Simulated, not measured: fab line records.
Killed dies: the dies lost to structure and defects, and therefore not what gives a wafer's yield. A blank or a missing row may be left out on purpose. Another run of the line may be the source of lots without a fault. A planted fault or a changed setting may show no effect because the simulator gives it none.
Chamber matching | flow gf180mcu | 4 sister chambers for GF_V1_CMP_04 on cmp-01
The step polishes SiO2. 8 wafers are shown with their chamber, then 10 later ones without.

== EACH WAFER AND ITS CHAMBER ==
wafer  | chamber | motor-current-A (A) | time-to-endpoint-s (s)
L326.2 | 2       | 13.6                | 80
L326.5 | 3       | 9.4                 | 87
L326.6 | 0       | 10.0                | 83
L327.1 | 2       | 13.3                | 75
L327.2 | 0       | 9.8                 | 79
L327.3 | 1       | 11.5                | 81
L328.2 | 1       | 11.1                | 81
L328.3 | 3       | 9.7                 | 80

== WAFERS WITH NO CHAMBER GIVEN ==
wafer  | motor-current-A (A) | time-to-endpoint-s (s)
L328.6 | 9.6                 | 85
L329.2 | 9.6                 | 85
L329.4 | 11.8                | 87
L329.5 | 11.6                | 87
L330.2 | 9.6                 | 78
L330.3 | 11.0                | 78
L330.4 | 13.8                | 85
L333.1 | 9.6                 | 81
L333.4 | 13.3                | 80
L333.6 | 10.2                | 88

== THE CHAMBER EACH PASSED THROUGH ==
wafer  | from the rows above     | in truth
L328.6 | can't be placed: 3 or 0 | 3
L329.2 | can't be placed: 3 or 0 | 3
L329.4 | 1                       | 1
L329.5 | 1                       | 1
L330.2 | can't be placed: 0 or 3 | 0
L330.3 | 1                       | 1
L330.4 | 2                       | 2
L333.1 | can't be placed: 3 or 0 | 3
L333.4 | 2                       | 2
L333.6 | can't be placed: 0 or 3 | 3
Correct placement for 5 of the 10. Not placeable from these rows: 5 (in 5, the candidates include the true chamber). Placed wrongly: 0.
How it was worked out, from the rows above alone: a wafer's distance from a chamber is the root of the sum, over the readings, of the square of ((its reading less the chamber's mean) divided by the reading's scatter). The wafer belongs to the nearest chamber; if the next one is less than 2 further off, it can't be placed. The mean given for a chamber averages the wafers shown for that chamber. How the scatter is found: for the shown wafers, subtract from each reading the mean of its chamber, square and add these, divide the total by (wafers less chambers), then take the root.
